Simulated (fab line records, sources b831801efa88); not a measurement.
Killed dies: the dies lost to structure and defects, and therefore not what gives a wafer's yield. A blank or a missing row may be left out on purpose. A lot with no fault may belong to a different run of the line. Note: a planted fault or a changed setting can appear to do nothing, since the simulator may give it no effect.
Chamber matching | flow sfq-line | SFQ_TRILAYER_I7_CMP_CMP_184 on cmp-02: 4 sister chambers
The step polishes SiO2. 4 wafers are shown with their chamber, then 8 later ones without.

== WAFERS PAIRED WITH THEIR CHAMBERS ==
wafer  | chamber | motor-current-A (A)
L336.6 | 2       | 11.6
L344.3 | 0       | 11.0
L344.6 | 3       | 10.8
L352.2 | 1       | 10.3

== WAFERS WHOSE CHAMBER IS MISSING ==
wafer  | motor-current-A (A)
L352.4 | 11.5
L352.6 | 11.1
L353.1 | 10.7
L353.2 | 11.5
L353.3 | 11.2
L354.3 | 11.0
L354.4 | 11.3
L354.6 | 10.3

== EACH ONE'S CHAMBER ==
wafer  | from the rows above          | in truth
L352.4 | 2                            | 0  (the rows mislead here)
L352.6 | can't be placed: 0 or 3      | 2
L353.1 | can't be placed: 3 or 0      | 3
L353.2 | 2                            | 2
L353.3 | can't be placed: 0 or 3 or 2 | 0
L354.3 | can't be placed: 0 or 3      | 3
L354.4 | can't be placed: 2 or 0 or 3 | 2
L354.6 | 1                            | 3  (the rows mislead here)
Correct placement for 1 of the 8. Can't be placed from these rows: 5 (the true chamber is among the candidates in 4). Number placed wrongly: 2.
How it was worked out, from the rows above alone: a wafer's distance from a chamber is the root of the sum, over the readings, of the square of ((its reading less the chamber's mean) divided by the reading's scatter). The wafer belongs to the nearest chamber; if the next one is less than 2 further off, it can't be placed. For every chamber, the mean is computed from those of its wafers that are shown. The scatter: with one shown wafer a chamber, the root of the mean of the squares of how far each hidden wafer lies from its nearest shown one.
